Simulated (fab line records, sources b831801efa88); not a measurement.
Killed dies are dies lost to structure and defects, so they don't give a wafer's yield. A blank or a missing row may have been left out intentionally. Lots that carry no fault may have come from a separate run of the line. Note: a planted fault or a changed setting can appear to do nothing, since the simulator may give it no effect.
Which tool is to blame? | flow gf180mcu | 33 wafers sampled from 11 lots at 1 step of a route of 602

WHAT THE GAUGES SHOWED, per wafer
GF_STI_BOW_MEAS_00.
lot  | measured    | on            | INCOMING_BOW (um)
L228 | day 1 10:02 | film metro-03 | 10 -3 5
L229 | day 1 15:01 | film metro-04 | 6 -10 -4
L230 | day 1 20:04 | film metro-04 | 4 1 5
L232 | day 2 06:00 | film metro-03 | 6 4 2
L235 | day 2 21:01 | film metro-03 | 4 11 -5
L239 | day 3 17:01 | film metro-02 | 15 -7 -2
L242 | day 4 08:00 | film metro-03 | 7 -5 1
L246 | day 5 04:00 | film metro-03 | -16 -7 -6
L247 | day 5 09:02 | film metro-04 | 3 7 13
L248 | day 5 14:01 | film metro-04 | -4 3 5
L251 | day 6 05:00 | film metro-02 | 2 -2 1

EACH LOT AND THE TOOL THAT RAN IT (in order: tool; ch and the chambers of the sampled wafers; start)
No process step before these readings appears in the record.

THE ANSWER, worked out from the rows above alone
Rule: the usual values come from the lots themselves. The widest of any qualifying gaps counts: lots, ordered by their means at a reading, are off when they make up no more than a third of the lots, leave a main group of 4 or more, and stand apart from it by 3 or more times the standard deviation of that group's means. A main group whose means are all the same, to the digits that the tables above print for the reading, isn't used. Also off: a lot with no number at a reading for which 4 or more lots have one. Where the step has rows for the other lots, those lots are counted as sound.
Nothing can be told from this: no lot is off at any reading shown.

WHAT HAD BEEN PUT IN BY THE SIMULATOR
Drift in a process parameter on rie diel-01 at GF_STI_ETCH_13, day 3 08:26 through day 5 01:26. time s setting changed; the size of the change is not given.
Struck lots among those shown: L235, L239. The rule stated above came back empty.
